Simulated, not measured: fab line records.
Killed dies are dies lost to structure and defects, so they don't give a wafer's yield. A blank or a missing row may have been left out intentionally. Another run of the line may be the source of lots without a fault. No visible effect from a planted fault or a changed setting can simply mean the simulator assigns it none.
The same fault as seen by 2 desks -- flow gf180mcu -- each desk holds nothing but its own numbers, with what lay behind them at the end

== FOR THE TOOL OWNER'S DESK: litho_track-02 ==
The tool's own readings at GF_POLY_GATE_SOFTBAKE_06 (time 60 s): means of the sampled wafers that have a number, for each lot that ran on this tool. A lot is out of limits, marked OUT, if its mean lies more than 4 standard deviations from the usual mean; the brackets give that distance.
Columns: A = heater_power_total_W at GF_POLY_GATE_SOFTBAKE_06, usual 93.05 W; B = plate_temp_C at GF_POLY_GATE_SOFTBAKE_06, usual 130.01 C
lot,first seen here,A,B
L141,day 9 20:00,93.07,130.07
L147,day 12 04:00,81.21 (-99 or more) OUT,117.35 (-97) OUT
L149,day 12 15:00,81.18 (-99 or more) OUT,117.10 (-99 or more) OUT
Finding of this desk: L147, L149 out of limits; the first was L147 at day 12 04:00, on heater_power_total_W at GF_POLY_GATE_SOFTBAKE_06. L141 stayed within limits.

== AT THE METROLOGY DESK ==
Lot by lot, what the gauges showed, no matter which tool ran the lot: averages of those sampled wafers that carry a number. A lot is out of limits, marked OUT, if its mean lies more than 4 standard deviations from the usual mean; the brackets give that distance.
Columns: A = cd_nm at GF_POLY_GATE_CD_MEAS_10, usual 279.8 nm; B = NSD_TW at GF_NSD_TW_MEAS_12, usual 4265
lot,first seen here,A,B
L137,day 9 05:23,277.7,4230
L138,day 9 10:50,280.3,4237
L139,day 9 17:03,280.2,4225
L140,day 10 00:25,280.3,4263
L141,day 10 05:15,277.5,4299
L143,day 10 23:15,279.1,4233
L145,day 11 12:23,279.8,4225
L147,day 12 13:47,304.3 (+19) OUT,4247
L149,day 13 02:04,299.0 (+15) OUT,4238
L151,day 13 09:12,281.1,4296
L154,day 14 08:35,281.0,4281
L157,day 15 01:43,279.6,4277
L158,day 15 10:34,280.2,4303
L160,day 16 02:11,280.0,4293
Finding of this desk: L147, L149 out of limits; the first was L147 at day 12 13:47, on cd_nm at GF_POLY_GATE_CD_MEAS_10. L137, L138, L139, L140, L141, L143, L145, L151, L154, L157, L158, L160 stayed within limits.

== ALL TOGETHER ==
The tool owner's desk could have raised an alarm at day 12 04:00, on L147, L149.
An alarm was possible from the metrology desk at day 12 13:47, on L147, L149.
All the named lots went through GF_POLY_GATE_SOFTBAKE_06 on litho_track-02.

== WHAT WAS PUT IN BY THE SIMULATOR ==
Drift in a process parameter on litho_track-02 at GF_POLY_GATE_SOFTBAKE_06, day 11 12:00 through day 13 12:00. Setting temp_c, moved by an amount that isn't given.
Struck lots among those shown: L147, L149.
Hours from the fault's start to each desk's first reading out of limits: the tool owner's desk, 16; the metrology desk, 26.
